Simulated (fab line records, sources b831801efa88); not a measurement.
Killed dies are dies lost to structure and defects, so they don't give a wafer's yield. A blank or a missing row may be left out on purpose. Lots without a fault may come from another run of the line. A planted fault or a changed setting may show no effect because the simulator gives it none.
fab line records | flow sky130
record lots=14 wafers=42 last_day=50
route steps=708 shown CONTACT@428 CAP2M@605 METAL4@629 METAL5@666 PAD_OPEN@708
lots that met no fault: from a run of the same line without faults
start_h: hours from the record's first day to the start of the lot's first wafer shown | wait_h: hours since the lot's step before | " the same as in the row above | L1.1+2: a row that stands for several wafers | - no value, or no start given | * or withheld: withheld | < > ~ a bound
route shown NAME@n: a module of which the file shows steps, and the number in the route of the first | usual: mean/standard deviation of fault-free wafers | same: alike in all rows | chamber/n: place in a boat | sites: the reading at each site | _std_site: their standard deviation | _edge_site: outer sites' mean less inner sites' | radius_mm: how far each site lies from the wafer's centre | mask NAME#n: copy n | behind: the tool/chamber that last shaped the wafer | hold: why the lot was held/for how many hours/how that ended | device: the transistor (n, p or np) that didn't switch | end of line: the same wafers' tests at the end of the route | a step without rows: its recipe alone | killed: dies lost to structure and defects at the first sort, not the wafer's yield | map: a wafer's dies, x killed, . not, _ none there
set.NAME: the setting as run; set.NAME@STEP: as run at that earlier step | model.NAME: the simulator's own value behind a step, which no gauge read
steps of the route over a sample of lots; a table a step, a row a wafer
services: from which hour (start_h, from the record's first day; less than 0 if before it) a tool's chamber was out of use, for how many hours, and why
## steps
# step SKY_CONTACT_CLEAN_22
# recipe chemistry=O3/DIW dry=n2_spin
# columns lot.wafer tool chamber start_h wait_h
L694.1+3+4 wet_bench-03 1 742.12 0.0
L695.3+4+6 wet_bench-02 1 756.12 0.0
L696.3+4+6 wet_bench-03 2 758.51 0.0
L697.4+5+6 wet_bench-02 3 759.62 0.0
L699.2+4+6 wet_bench-02 3 782.55 0.0
L705.2+4+6 wet_bench-02 1 824.52 0.0
L706.2+4+6 wet_bench-02 1 830.80 0.0
L707.1+2+4 wet_bench-04 1 840.88 0.0
L710.3+4+6 wet_bench-04 1 861.48 0.0
L713.1+4+6 wet_bench-03 0 880.93 0.0
L714.1+4+6 wet_bench-03 2 889.35 0.0
L715.1+3+6 wet_bench-02 2 909.50 0.0
L716.2+5+6 wet_bench-03 0 910.47 0.0
L717.2+3+5 wet_bench-02 2 911.72 0.0
# step SKY_CAP2M_SPUTTER_02
# recipe material=TiN target_thk_nm=200 temp_c=300 power_w=6500 time_s=166.7 chamber_pressure_pa=0.4
# usual throttle_valve_pct=30.1/1.2
# columns lot.wafer tool chamber start_h wait_h throttle_valve_pct
L694.1 pvd_sputter-04 - 935.62 0.1 31.1
L694.3 " - " " 28.7
L694.4 " - " " 28.8
L695.3 pvd_sputter-02 - 947.75 0.0 29.5
L695.4 " - " " 31.1
L695.6 " - " " 28.8
L696.3 pvd_sputter-02 - 952.24 0.0 31.2
L696.4 " - " " 28.5
L696.6 " - " " 29.1
L697.4 pvd_sputter-04 - 952.59 0.0 31.2
L697.5 " - " " 31.0
L697.6 " - " " 28.8
L699.2 pvd_sputter-03 - 972.80 0.0 29.9
L699.4 " - " " 28.5
L699.6 " - " " 31.1
L705.2 pvd_sputter-03 - 1010.36 0.0 31.3
L705.4 " - " " 31.3
L705.6 " - " " 28.5
L706.2 pvd_sputter-03 - 1014.84 0.0 29.9
L706.4 " - " " 28.5
L706.6 " - " " 28.6
L707.1 pvd_sputter-04 - 1022.44 0.1 29.0
L707.2 " - " " 29.2
L707.4 " - " " 28.6
L710.3 pvd_sputter-03 - 1042.09 0.0 28.4
L710.4 " - " " 31.2
L710.6 " - " " 28.5
L713.1 pvd_sputter-03 - 1057.26 0.1 31.1
L713.4 " - " " 28.2
L713.6 " - " " 28.4
L714.1 pvd_sputter-03 - 1067.05 0.1 28.7
L714.4 " - " " 31.1
L714.6 " - " " 29.9
L715.1 pvd_sputter-03 - 1082.12 0.1 31.0
L715.3 " - " " 28.7
L715.6 " - " " 31.3
L716.2 pvd_sputter-02 - 1083.94 0.0 29.4
L716.5 " - " " 31.1
L716.6 " - " " 29.4
L717.2 pvd_sputter-02 - 1084.54 0.0 29.0
L717.3 " - " " 32.2
L717.5 " - " " 28.9
# step SKY_METAL4_CD_MEAS_13
# recipe target_cd_nm=300
# usual cd_nm=299.9/1.5
# columns lot.wafer tool chamber start_h wait_h cd_nm
L694.1 cd_sem-01 - 983.76 - 296.5
L694.3 " - " " 298.4
L694.4 " - " " 295.8
L695.3 cd_sem-02 - 995.22 - 300.8
L695.4 " - " " 301.3
L695.6 " - " " 299.5
L696.3 cd_sem-02 - 999.97 - 301.2
L696.4 " - " " 301.6
L696.6 " - " " 301.6
L697.4 cd_sem-02 - 1000.80 - 300.7
L697.5 " - " " 299.2
L697.6 " - " " 298.4
L699.2 cd_sem-01 - 1019.70 - 300.3
L699.4 " - " " 299.8
L699.6 " - " " 300.0
L705.2 cd_sem-01 - 1054.51 - 298.4
L705.4 " - " " 297.6
L705.6 " - " " 298.7
L706.2 cd_sem-01 - 1059.16 - 300.2
L706.4 " - " " 299.3
L706.6 " - " " 300.3
L707.1 cd_sem-02 - 1067.08 - 300.9
L707.2 " - " " 301.6
L707.4 " - " " 301.6
L710.3 cd_sem-01 - 1086.72 - 298.7
L710.4 " - " " 297.9
L710.6 " - " " 298.2
L713.1 cd_sem-02 - 1099.85 - 299.8
L713.4 " - " " 299.9
L713.6 " - " " 300.3
L714.1 cd_sem-02 - 1108.83 - 299.9
L714.4 " - " " 300.9
L714.6 " - " " 299.4
L715.1 cd_sem-02 - 1123.48 - 300.9
L715.3 " - " " 299.8
L715.6 " - " " 300.8
L716.2 cd_sem-02 - 1124.68 - 299.6
L716.5 " - " " 300.5
L716.6 " - " " 300.5
L717.2 cd_sem-01 - 1125.86 - 300.5
L717.3 " - " " 300.3
L717.5 " - " " 300.9
# step SKY_METAL5_RS_MEAS_05
# recipe thk_meas_gauge=four-point-probe reads=TiN_of_METAL5_SPUTTER_04+Ti_of_METAL5_SPUTTER_03+AlCu_of_METAL5_SPUTTER_02+TiN_of_METAL5_SPUTTER_01+Ti_of_METAL5_SPUTTER_00
# usual METAL5_ALCU_RS=0.0269/0.00045
# columns lot.wafer tool chamber start_h wait_h METAL5_ALCU_RS[ohm/sq]
L694.1 film_metro-03 - 1010.44 0.0 0.0270
L694.3 " - " " 0.0266
L694.4 " - " " 0.0267
L695.3 film_metro-02 - 1021.39 0.1 0.0279
L695.4 " - " " 0.0271
L695.6 " - " " 0.0277
L696.3 film_metro-03 - 1025.14 0.1 0.0269
L696.4 " - " " 0.0274
L696.6 " - " " 0.0270
L697.4 film_metro-03 - 1026.63 0.1 0.0270
L697.5 " - " " 0.0267
L697.6 " - " " 0.0262
L699.2 film_metro-01 - 1048.23 0.0 0.0269
L699.4 " - " " 0.0269
L699.6 " - " " 0.0270
L705.2 film_metro-03 - 1078.52 0.0 0.0270
L705.4 " - " " 0.0263
L705.6 " - " " 0.0263
L706.2 film_metro-01 - 1084.19 0.0 0.0278
L706.4 " - " " 0.0271
L706.6 " - " " 0.0275
L707.1 film_metro-01 - 1092.14 0.0 0.0271
L707.2 " - " " 0.0273
L707.4 " - " " 0.0265
L710.3 film_metro-02 - 1110.56 0.1 0.0274
L710.4 " - " " 0.0272
L710.6 " - " " 0.0273
L713.1 film_metro-03 - 1123.37 0.0 0.0269
L713.4 " - " " 0.0269
L713.6 " - " " 0.0275
L714.1 film_metro-03 - 1132.20 0.0 0.0275
L714.4 " - " " 0.0276
L714.6 " - " " 0.0278
L715.1 film_metro-03 - 1145.16 0.0 0.0272
L715.3 " - " " 0.0268
L715.6 " - " " 0.0266
L716.2 film_metro-01 - 1146.87 0.0 0.0272
L716.5 " - " " 0.0272
L716.6 " - " " 0.0268
L717.2 film_metro-02 - 1147.80 0.0 0.0272
L717.3 " - " " 0.0276
L717.5 " - " " 0.0276
# step SKY_PAD_OPEN_PROBE_99
# usual killed_at_M0_to_M3=43/6.6 killed_at_M4_up=2.9/1.8 killed_at_contacts=25/5.3 killed_at_front_end=15/4.1 killed_at_other=0.3/0.6 killed_dies=86/8.8 killed_open=47/6.7 killed_short=39/6.2
# same gross_dies=492 killed_at_back_side=0
# columns lot.wafer tool chamber start_h wait_h killed_at_M0_to_M3 killed_at_M4_up killed_at_contacts killed_at_front_end killed_at_other killed_dies killed_open killed_short
L705.2 prober-01 - 1141.71 0.1 40 0 84 17 0 141 48 41
L705.4 prober-01 - 1141.81 0.2 25 1 83 17 0 126 33 35
L705.6 prober-01 - 1141.91 0.2 30 3 79 18 1 131 40 36
L706.2 prober-02 - 1146.67 0.1 36 1 88 18 0 143 53 40
L706.4 prober-02 - 1146.77 0.2 49 3 79 20 1 152 46 52
L706.6 prober-02 - 1146.87 0.2 49 3 65 20 1 138 43 44
L713.1 prober-01 - 1180.08 0.1 36 7 25 15 0 83 57 24
L713.4 prober-01 - 1180.23 0.2 39 3 25 16 0 83 48 35
L713.6 prober-01 - 1180.33 0.2 46 1 18 23 0 88 46 42
# killed by level:class
L705.2 CONTACT:unspecified=52 VIA1:geometric_particle:open=11 CONTACT:geometric_particle:open=11 LI_CONTACT:geometric_particle:open=10 METAL2:geometric_particle:short=9 POLY_GATE:geometric_particle:short=5 CONTACT:geometric_particle:short=4 METAL1:geometric_particle:short=4
L705.4 CONTACT:unspecified=57 LI_CONTACT:geometric_particle:open=10 VIA3:geometric_particle:open=6 FIELD_ISO:geometric_particle:open=5 FIELD_ISO:geometric_particle:short=5 VIA1:geometric_particle:short=5 METAL2:geometric_particle:short=5 LOCAL_INTERCONNECT:geometric_particle:short=4
L705.6 CONTACT:unspecified=55 CONTACT:geometric_particle:open=13 VIA1:geometric_particle:open=9 METAL2:geometric_particle:short=6 FIELD_ISO:geometric_particle:short=5 FIELD_ISO:geometric_particle:open=4 CONTACT:geometric_particle:short=4 VIA2:geometric_particle:open=4
L706.2 CONTACT:unspecified=50 LI_CONTACT:geometric_particle:open=16 VIA1:geometric_particle:open=7 CONTACT:geometric_particle:open=7 VIA2:geometric_particle:open=6 CONTACT:geometric_particle:short=6 VIA2:geometric_particle:short=6 FIELD_ISO:geometric_particle:short=5
L706.4 CONTACT:unspecified=53 METAL1:geometric_particle:short=11 VIA1:geometric_particle:open=11 CONTACT:geometric_particle:open=10 METAL2:geometric_particle:short=7 CONTACT:geometric_particle:short=6 FIELD_ISO:geometric_particle:open=5 POLY_GATE:geometric_particle:open=5
L706.6 CONTACT:unspecified=50 METAL1:geometric_particle:short=10 VIA1:geometric_particle:open=10 METAL2:geometric_particle:short=9 CONTACT:geometric_particle:open=7 VIA2:geometric_particle:open=7 POLY_GATE:geometric_particle:short=5 FIELD_ISO:geometric_particle:short=4
L713.1 VIA1:geometric_particle:open=14 CONTACT:geometric_particle:open=9 LI_CONTACT:geometric_particle:open=7 POLY_GATE:geometric_particle:short=5 VIA3:geometric_particle:open=5 METAL2:geometric_particle:short=5 VIA2:geometric_particle:open=5 LI_CONTACT:geometric_particle:short=4
L713.4 LI_CONTACT:geometric_particle:open=9 VIA2:geometric_particle:open=9 CONTACT:geometric_particle:open=8 VIA1:geometric_particle:open=7 FIELD_ISO:geometric_particle:short=5 VIA1:geometric_particle:short=4 POLY_GATE:geometric_particle:open=4 METAL1:geometric_particle:short=4
L713.6 POLY_GATE:geometric_particle:open=8 VIA3:geometric_particle:open=8 METAL1:geometric_particle:short=8 LI_CONTACT:geometric_particle:open=7 VIA1:geometric_particle:open=7 POLY_GATE:geometric_particle:short=6 METAL3:geometric_particle:short=6 FIELD_ISO:geometric_particle:open=5
## services
# columns tool chamber start_h hours kind
pvd_sputter-02 - 741.76 2.4 repair
wet_bench-04 - 757.03 1.9 repair
pvd_sputter-03 - 760.26 0.6 repair
pvd_sputter-04 - 774.40 3.2 repair
pvd_sputter-03 - 804.38 1.4 repair
pvd_sputter-03 3 837.15 - consumable_replace:kit
pvd_sputter-03 3 837.15 18.0 scheduled_down
pvd_sputter-03 3 837.15 18.0 vent_cycle
pvd_sputter-02 - 852.24 1.9 repair
pvd_sputter-02 2 855.68 - consumable_replace:kit
pvd_sputter-02 2 855.68 18.0 scheduled_down
pvd_sputter-02 2 855.68 18.0 vent_cycle
pvd_sputter-03 - 905.76 5.1 repair
pvd_sputter-04 - 914.72 5.5 repair
pvd_sputter-02 - 964.56 1.4 repair
pvd_sputter-03 2 995.95 - consumable_replace:kit
pvd_sputter-03 2 995.95 18.0 scheduled_down
pvd_sputter-03 2 995.95 18.0 vent_cycle
pvd_sputter-02 - 999.87 5.3 repair
pvd_sputter-04 - 1008.71 3.7 repair
pvd_sputter-02 1 1020.76 - consumable_replace:kit
pvd_sputter-02 1 1020.76 18.0 scheduled_down
pvd_sputter-02 1 1020.76 18.0 vent_cycle
pvd_sputter-04 - 1033.20 4.8 repair
## key
first_sign step=SKY_PAD_OPEN_PROBE_99 reading=killed_at_contacts direction=up sigmas=10 usual=25 struck=80
effect step=SKY_PAD_OPEN_PROBE_99 reading=killed_dies direction=up sigmas=6 usual=86 struck=138
met_at SKY_CONTACT_CLEAN_22
struck_lots L705,L706
tester_left_out L705,L706
not_acting_at SKY_CAP2M_SPUTTER_02,SKY_METAL4_CD_MEAS_13,SKY_METAL5_RS_MEAS_05
onset_between 782.55 824.52
fault kind=chamber_particle_source tool=wet_bench-02 chamber=- onset_h=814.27 steps=SKY_CONTACT_CLEAN_22 rate_per_visit_cm2=0.92766 end_h=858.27
# tester_left_out: of these lots the tester's yield and bins aren't shown, on N5 and GAA mostly nor the transistor test; their killed dies are dies lost to structure and defects alone, not to doping, threshold or leakage, so they don't give the yield
